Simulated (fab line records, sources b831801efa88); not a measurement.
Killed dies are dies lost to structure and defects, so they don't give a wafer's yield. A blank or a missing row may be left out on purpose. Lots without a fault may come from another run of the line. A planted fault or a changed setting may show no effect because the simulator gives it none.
Which tool did it? | flow gf180mcu | 13 lots, 39 wafers sampled, at 6 steps of a route of 602

WHAT THE GAUGES READ, wafer by wafer
GF_POLY_GATE_CD_MEAS_10: target cd 280 nm.
lot  | measured     | on        | cd_nm (nm)
L892 | day 9 20:49  | cd_sem-01 | 278.1 278.9 279.5
L893 | day 9 22:32  | cd_sem-02 | 279.1 281.2 280.0
L894 | day 10 11:26 | cd_sem-02 | 280.2 281.0 280.4
L896 | day 10 23:23 | cd_sem-01 | 282.1 282.2 282.5
L898 | day 11 12:45 | cd_sem-02 | 280.5 279.5 280.2
L899 | day 11 20:04 | cd_sem-02 | 279.1 278.3 279.6
L901 | day 12 15:15 | cd_sem-01 | 279.2 279.8 278.6
L904 | day 13 08:08 | cd_sem-01 | 276.1 276.2 278.2
L906 | day 13 22:27 | cd_sem-01 | 279.7 278.4 279.2
L909 | day 14 19:08 | cd_sem-02 | 280.1 279.4 278.9
L910 | day 15 05:55 | cd_sem-01 | 280.7 281.7 281.7
L911 | day 15 06:57 | cd_sem-02 | 279.3 279.4 279.7
L913 | day 15 21:27 | cd_sem-02 | 280.0 279.7 279.7

GF_HV_LDD_CD_MEAS_07: target cd 400 nm.
lot  | measured     | on        | cd_nm (nm)
L892 | day 10 16:16 | cd_sem-01 | 398.4 400.6 397.1
L893 | day 10 19:02 | cd_sem-02 | 398.7 399.2 399.0
L894 | day 11 06:48 | cd_sem-02 | 400.9 399.5 400.3
L896 | day 11 19:34 | cd_sem-01 | 399.1 402.0 401.0
L898 | day 12 09:49 | cd_sem-02 | 402.8 402.7 401.0
L899 | day 12 18:04 | cd_sem-01 | 403.9 402.0 403.1
L901 | day 13 13:04 | cd_sem-02 | 402.7 402.3 402.9
L904 | day 14 06:30 | cd_sem-01 | 403.9 404.7 403.9
L906 | day 14 21:58 | cd_sem-02 | 399.8 398.5 397.9
L909 | day 15 17:29 | cd_sem-02 | 397.9 399.0 400.5
L910 | day 16 05:06 | cd_sem-01 | 402.8 403.5 402.7
L911 | day 16 07:49 | cd_sem-02 | 399.8 399.9 399.7
L913 | day 16 22:23 | cd_sem-02 | 399.0 401.3 400.8

GF_HV_LDD_OVL_MEAS_08.
lot  | measured     | on         | HV_LDD_OVL (nm)
L892 | day 10 16:22 | overlay-02 | 0.7 1.1 -0.5
L893 | day 10 19:10 | overlay-02 | 0.5 -0.1 -1.5
L894 | day 11 06:54 | overlay-01 | 1.2 0.2 1.5
L896 | day 11 19:40 | overlay-02 | -0.8 -0.8 -0.5
L898 | day 12 09:55 | overlay-02 | -0.8 0.5 0.7
L899 | day 12 18:10 | overlay-02 | 0.0 0.4 -1.1
L901 | day 13 13:11 | overlay-01 | 0.0 -0.7 -0.4
L904 | day 14 06:37 | overlay-02 | -0.6 -0.6 -2.0
L906 | day 14 22:04 | overlay-02 | 0.0 1.0 -2.3
L909 | day 15 17:37 | overlay-01 | 0.7 0.6 1.8
L910 | day 16 05:12 | overlay-02 | 0.6 -1.1 -1.7
L911 | day 16 07:56 | overlay-01 | 0.2 0.3 -1.2
L913 | day 16 22:28 | overlay-01 | -2.5 0.1 -0.9

GF_HV_LDD_TW_MEAS_38.
lot  | measured     | on            | HV_LDD_3_TW
L892 | day 12 06:23 | film_metro-01 | 1433 1433 1436
L893 | day 12 09:59 | film_metro-03 | 1446 1444 1447
L894 | day 12 21:58 | film_metro-03 | 1437 1439 1450
L896 | day 13 12:10 | film_metro-03 | 1441 1435 1436
L898 | day 14 03:22 | film_metro-03 | 1429 1439 1437
L899 | day 14 11:22 | film_metro-01 | 1447 1438 1433
L901 | day 15 07:29 | film_metro-03 | 1440 1444 1443
L904 | day 16 03:20 | film_metro-03 | 1431 1429 1431
L906 | day 16 19:15 | film_metro-01 | 1432 1436 1423
L909 | day 17 16:44 | film_metro-03 | 1438 1440 1431
L910 | day 18 03:27 | film_metro-02 | 1407 1412 1409
L911 | day 18 07:59 | film_metro-03 | 1409 1416 1415
L913 | day 18 22:35 | film_metro-03 | 1432 1441 1431

GF_HV_LDD_RS_MEAS_53: measures by four-point-probe.
lot  | measured     | on            | HV_LDD_RS (ohm/sq)
L892 | day 13 02:09 | film_metro-03 | 420.3 419.0 419.0
L893 | day 13 05:31 | film_metro-03 | 418.3 418.5 418.3
L894 | day 13 17:58 | film_metro-01 | 418.6 419.5 418.8
L896 | day 14 09:05 | film_metro-01 | 417.9 418.1 417.9
L898 | day 15 00:49 | film_metro-03 | 420.3 419.9 419.9
L899 | day 15 09:24 | film_metro-03 | 418.1 419.0 419.0
L901 | day 16 04:47 | film_metro-03 | 418.8 419.7 420.1
L904 | day 17 01:43 | film_metro-01 | 417.2 416.8 417.3
L906 | day 17 19:40 | film_metro-01 | 418.7 418.1 418.4
L909 | day 18 16:43 | film_metro-02 | 418.6 418.6 418.5
L910 | day 19 04:07 | film_metro-01 | 423.0 422.8 423.3
L911 | day 19 09:07 | film_metro-02 | 423.0 423.0 423.1
L913 | day 19 23:27 | film_metro-02 | 418.7 418.9 418.6

WHICH TOOL RAN EACH LOT (tool, then ch and the chambers of the sampled wafers, then the start)
lot  | GF_HV_LDD_IMPLANT_36
L892 | implanter-01 ch 0, day 12 06:10
L893 | implanter-01 ch 0, day 12 09:44
L894 | implanter-01 ch 0, day 12 21:43
L896 | implanter-01 ch 0, day 13 11:46
L898 | implanter-03 ch 0, day 14 03:08
L899 | implanter-03 ch 0, day 14 11:08
L901 | implanter-02 ch 0, day 15 07:13
L904 | implanter-03 ch 0, day 16 03:05
L906 | implanter-01 ch 0, day 16 19:01
L909 | implanter-03 ch 0, day 17 16:29
L910 | implanter-02 ch 0, day 18 03:13
L911 | implanter-02 ch 0, day 18 07:46
L913 | implanter-01 ch 0, day 18 22:23
- GF_HV_LDD_IMPLANT_36

WHAT THE TOOLS THEMSELVES READ (means of the sampled wafers that have a number; where no wafer has one, the mark that the record gives instead)
GF_HV_LDD_IMPLANT_36.
lot  | tool         | beam_on_s (s) | dose_ions_cm2 | end_station_pressure_torr (Torr) | faraday_current_uA
L892 | implanter-01 | 10.10         | 7.504e+12     | 4.98e-06                         | 41.9
L893 | implanter-01 | 9.99          | 7.503e+12     | 5.00e-06                         | 42.4
L894 | implanter-01 | 9.83          | 7.504e+12     | 5.23e-06                         | 42.9
L896 | implanter-01 | 10.14         | 7.505e+12     | 4.89e-06                         | 41.7
L898 | implanter-03 | 10.08         | 7.504e+12     | 4.55e-06                         | 42.0
L899 | implanter-03 | 10.00         | 7.499e+12     | 5.11e-06                         | 42.4
L901 | implanter-02 | 10.10         | 7.488e+12     | 5.02e-06                         | 41.9
L904 | implanter-03 | 10.01         | 7.512e+12     | 4.81e-06                         | 42.2
L906 | implanter-01 | 10.01         | 7.491e+12     | 5.16e-06                         | 42.3
L909 | implanter-03 | 10.20         | 7.504e+12     | 5.12e-06                         | 41.4
L910 | implanter-02 | 9.90          | 5.698e+12     | 4.91e-06                         | 32.5
L911 | implanter-02 | 9.95          | 5.694e+12     | 4.87e-06                         | 32.3
L913 | implanter-01 | 9.88          | 7.505e+12     | 4.91e-06                         | 42.7

THE ANSWER, worked out from the rows above alone
Rule: what is usual is taken from the lots themselves. Put in order of their means at a reading, lots are off if they are a third of the lots or fewer, leave a main group of 4 or more, and stand apart from it by a gap of 3 or more times the standard deviation of the main group's means; of several such gaps the widest counts. A main group whose means are all the same, to the digits that the tables above print for the reading, isn't used. A lot without any number at a reading at which 4 lots or more have one is off too. The other lots that the step has rows for count as sound. The gauges are gone through in route order, then the tools' own readings, and for those a lot's mean is taken as printed above. The first step at which some lot is off is used, and at that step the reading that is off furthest; a lot without a number counts as furthest.
Off: L910, L911, at GF_HV_LDD_TW_MEAS_38 (HV_LDD_3_TW). The main group: mean 1437, standard deviation 4.7.
A tool fits if, at a process step before that reading, it ran every lot that is off, and no sound lot after the first of them. The gauges at GF_HV_LDD_TW_MEAS_38 aren't tried: what is off there is off at GF_HV_LDD_IMPLANT_36 too, on other tools, and a gauge's error can't cause that. One fits: implanter-02 at GF_HV_LDD_IMPLANT_36. Its last sound lot is L901 (day 15 07:13), its first lot that is off L910 (day 18 03:13): a fault that began between those two fits.
The tool's own readings at GF_HV_LDD_IMPLANT_36 bear it out: on the lots that are off they differ by more than 5 times the standard deviation of the sound lots' means. dose_ions_cm2 reads 5.696e+12 there against 7.502e+12 on the sound lots; faraday_current_uA reads 32.4 there against 42.2 on the sound lots.

WHAT THE SIMULATOR HAD PUT IN
Process parameter drift: implanter-02, from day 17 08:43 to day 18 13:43, at GF_HV_LDD_IMPLANT_36. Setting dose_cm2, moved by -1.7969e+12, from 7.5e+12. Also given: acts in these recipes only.
Lots struck among those shown: L910, L911. The rule above found the same.
